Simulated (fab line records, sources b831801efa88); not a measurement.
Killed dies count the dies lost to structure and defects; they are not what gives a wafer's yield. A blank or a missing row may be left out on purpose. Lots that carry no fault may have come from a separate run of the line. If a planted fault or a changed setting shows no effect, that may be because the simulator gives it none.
Which of the tools did it? :: flow sfqLine :: 7 lots, 21 wafers sampled, at 1 step of a route of 325

## WHAT THE GAUGES READ, wafer by wafer
SFQ_I0_BOW_MEAS_907.
lot: L285
measured: day 12 04:20
on: filmMetro-01
I0_BOW (um): -1 7 -2

lot: L289
measured: day 14 09:56
on: filmMetro-04
I0_BOW (um): 2 5 11

lot: L291
measured: day 15 03:55
on: filmMetro-01
I0_BOW (um): 3 20 3

lot: L294
measured: day 16 13:45
on: filmMetro-02
I0_BOW (um): -13 0 9

lot: L303
measured: day 19 12:14
on: filmMetro-04
I0_BOW (um): 7 -1 9

lot: L305
measured: day 20 13:29
on: filmMetro-02
I0_BOW (um): -7 4 4

lot: L307
measured: day 21 12:56
on: filmMetro-02
I0_BOW (um): 0 0 4

## WHAT TOOL EACH LOT RAN ON (gives the tool, then ch and the chambers of the sampled wafers, and finally the start)
There is no process step in the record ahead of these readings.

## THE ANSWER, worked out from the rows above alone
Rule: usual is defined by the lots themselves. Put in order of their means at a reading, lots are off if they are a third of the lots or fewer, leave a main group of 4 or more, and stand apart from it by a gap of 3 or more times the standard deviation of the main group's means; of several such gaps the widest counts. A main group is skipped when, at the precision printed for the reading in the tables above, its means are all equal. A lot without any number at a reading at which 4 lots or more have one is off too. Any other lot the step has rows for is counted as sound.
No lot is off on any of the readings shown, so nothing can be concluded from this.

## WHAT THE SIMULATOR PUT IN
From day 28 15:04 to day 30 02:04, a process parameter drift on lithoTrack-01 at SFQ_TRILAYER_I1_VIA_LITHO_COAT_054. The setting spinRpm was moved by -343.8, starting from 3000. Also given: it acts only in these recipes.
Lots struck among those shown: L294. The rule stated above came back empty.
